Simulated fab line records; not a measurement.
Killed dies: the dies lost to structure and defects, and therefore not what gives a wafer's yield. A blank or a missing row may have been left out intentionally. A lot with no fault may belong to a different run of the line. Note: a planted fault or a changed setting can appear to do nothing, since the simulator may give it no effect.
Comparing a struck lot with a sound one ; flow sky130 ; 18 out of 708 route steps
Sound: these wafers, L565.2, L565.3, L565.5. Wafers L568.1, L568.2, L568.5 were the ones struck. The cause is named last.
At each step with rows: each side's tool, then ch and its chambers, then its first start. Under that, the readings that differ: sound wafers ; struck wafers ; difference of the means ; sigmas: that difference in standard deviations of wafers without a fault.
alike: same words and numbers on both sides, and readings whose means sit less than 2 such deviations apart. not compared: any withheld reading, any reading some wafer has no value for, any bound like >300 that may hide the same value, and any number with overlapping values for which the record gives no deviation.
A row with sigmas, a row that says differs or no value, or rows on one side alone: a step with any of these is where the two part. Numbers that don't overlap but have no deviation are shown without sigmas and don't part them. A reading that every wafer of one side lacks parts them only if that side has two wafers or more.

first, 5 steps without rows for these wafers: SKY_VIA4_COAT_06 (resist thk 1140 nm); SKY_VIA4_SOFTBAKE_07 (time 60 s); SKY_VIA4_EXPOSE_08 (exposes mask VIM4, target cd 800 nm); SKY_VIA4_PEB_09; SKY_VIA4_DEVELOP_10 (develop time 60 s).
SKY_VIA4_OVL_MEAS_11:
  sound: overlay-01 at day 45 21:18; struck: overlay-02 at day 46 13:13
reading;sound;struck;difference;sigmas
VIA4_OVL (nm);3.0 2.6 2.7;0.2 -0.3 -1.0;-3.1;-2
SKY_VIA4_ETCH_12: etches SiO2 in C4F8/O2/Ar, stops on TiN, target depth 580 nm.
  sound on rie_diel-01 ch 1,3, day 45 21:20; struck on rie_diel-01 ch 1,3, day 46 13:14
  alike: bias_w, oes_product_au
SKY_VIA4_STRIP_13: strips in O2/N2.
  sound on plasma_asher-02 ch 0, day 45 21:24; struck on plasma_asher-02 ch 0,1, day 46 13:19
  alike: drypump_motor_current_A, oes_product_au, strip_time_to_endpoint_s
  not compared: rf_hours_counter_h
then, 3 steps without rows for these wafers: SKY_VIA4_STRIP_14 (strips in post etch residue remover, time 1200 s); SKY_VIA4_CLEAN_15 (cleans in IPA, time 180 s); SKY_VIA4_CLEAN_16 (cleans in O3/DIW).
SKY_VIA4_SPUTTER_17: material TiN, target thk 20 nm, time 80 s.
  sound: pvd_sputter-02 at day 45 21:59; struck: pvd_sputter-04 at day 46 14:26
  alike: throttle_valve_pct
SKY_VIA4_CVD_18: deposits W, target thk 505 nm, time 152.14 s.
  sound on cvd_w-02 ch 1, day 45 22:04; struck on cvd_w-01 ch 0,1, day 46 14:30
  no value came back on the struck wafers for chamber_pressure_Torr (Torr), heater_power_outer_w (W), heater_power_w (W), time_s (s); on the sound wafers chamber_pressure_Torr (Torr) reads 40.06 40.16 39.98
SKY_VIA4_RS_MEAS_19: a four-point-probe measurement.
  sound: film_metro-03 at day 45 22:14; struck: film_metro-03 at day 46 14:40
reading;sound;struck;difference;sigmas
VIA4_W_RS (ohm/sq);0.2242 0.2227 0.2231;58.614 59.025 58.410;+58.460;+99 or more
SKY_VIA4_THK_MEAS_20: measures by xrf.
  sound: film_metro-03 at day 45 22:20; struck: film_metro-03 at day 46 14:47
  not compared: VIA4_W_THK
SKY_VIA4_CMP_21: polishes, stops on SiO2, t overpolish 25 s, target thk 0 nm.
  sound on cmp-01 ch 0,1,3, day 45 22:29; struck on cmp-01 ch 0,1,3, day 46 14:59
reading;sound;struck;difference;sigmas
time_to_endpoint_s (s);130 117 119;6 8 9;-114;-23
  alike: motor_current_A, platen_rpm
SKY_METAL5_SPUTTER_00: material Ti, target thk 15 nm, time 10 s.
  sound: pvd_sputter-03 at day 45 22:41; struck: pvd_sputter-04 at day 46 15:11
  alike: throttle_valve_pct
-- the record jumps here: 3 days lie between the struck wafers' starts before and after (it left off in module METAL5 and takes up again in module PAD_OPEN, whose first step shown is number 708 of the route) --
SKY_PAD_OPEN_PROBE_99:
  sound: prober-02 at day 48 15:10; struck: prober-02 at day 49 05:56
reading;sound;struck;difference;sigmas
model.etest.via4_chain.rc_ohm;0.8058 0.7876 0.8114;0.6961 0.6936 0.6805;-0.1115;
  alike: defect_limited_yield, killed_at_M0_to_M3, killed_at_M4_up, killed_at_contacts, killed_at_front_end, killed_at_other, killed_dies, killed_on_rim, killed_open, killed_short, sort_bin_3_pad_short, sort_bin_5_function, sort_bin_6_memory, sort_n_pass, sort_yield_pct

WHERE THEY PART
At SKY_VIA4_OVL_MEAS_11 first; at SKY_VIA4_CMP_21 last (within this record only). Later steps at which nothing parts them and some readings are alike: SKY_METAL5_SPUTTER_00, SKY_PAD_OPEN_PROBE_99.

WHY: what the simulator had put in
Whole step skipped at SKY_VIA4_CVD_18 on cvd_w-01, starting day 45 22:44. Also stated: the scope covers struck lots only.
